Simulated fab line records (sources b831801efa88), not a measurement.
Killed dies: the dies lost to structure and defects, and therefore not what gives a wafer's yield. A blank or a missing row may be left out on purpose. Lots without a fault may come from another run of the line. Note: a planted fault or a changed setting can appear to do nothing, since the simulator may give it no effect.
What tool caused it?    flow gf180mcu    21 wafers from 7 lots sampled at 2 of the route's 602 steps

WHAT THE GAUGES SHOWED, per wafer
GF_HV_LDD_CD_MEAS_46 targets a cd of 400 nm.
lot   measured      on         cd-nm (nm)
L795  day 13 17:46  cd-sem-02  399.5 400.1 400.7
L796  day 14 11:55  cd-sem-02  400.3 401.1 402.4
L799  day 15 09:18  cd-sem-02  398.8 606.4 396.6 399.4 606.5 396.7
L800  day 15 22:51  cd-sem-01  397.4 399.4 396.9
L809  day 18 10:46  cd-sem-01  400.6 399.3 398.2
L812  day 19 09:21  cd-sem-02  402.1 399.4 398.7
L814  day 20 02:06  cd-sem-02  399.9 399.2 399.5

TOOL THAT RAN EACH LOT (tool first, then ch and the chambers of the sampled wafers, then the start)
lot   GF_HV_LDD_COAT_41
L795  litho-track-01 ch 0, day 13 07:27
L796  litho-track-04 ch 0, day 14 00:44
L799  litho-track-04 ch 0, day 14 22:14
L800  litho-track-01 ch 0, day 15 11:54
L809  litho-track-01 ch 0, day 17 23:42
L812  litho-track-04 ch 0, day 18 21:12
L814  litho-track-01 ch 0, day 19 14:00
- GF_HV_LDD_COAT_41: resist thk 1000 nm.

THE ANSWER, worked out from the rows above alone
Rule: what is usual is taken from the lots themselves. The widest of any qualifying gaps counts: lots, ordered by their means at a reading, are off when they make up no more than a third of the lots, leave a main group of 4 or more, and stand apart from it by 3 or more times the standard deviation of that group's means. If all means in a main group match to the digits the tables above print for the reading, that group is not used. A lot without any number at a reading at which 4 lots or more have one is off too. The other lots that the step has rows for count as sound.
Off: L799 (GF_HV_LDD_CD_MEAS_46, cd-nm). Main group: mean 399.7 nm, sd 1.
A tool fits if, at a process step before that reading, it ran every lot that is off, and no sound lot after the first of them. The gauges at GF_HV_LDD_CD_MEAS_46 are tried like those tools. None of those tried fits.

WHAT WAS PUT IN BY THE SIMULATOR
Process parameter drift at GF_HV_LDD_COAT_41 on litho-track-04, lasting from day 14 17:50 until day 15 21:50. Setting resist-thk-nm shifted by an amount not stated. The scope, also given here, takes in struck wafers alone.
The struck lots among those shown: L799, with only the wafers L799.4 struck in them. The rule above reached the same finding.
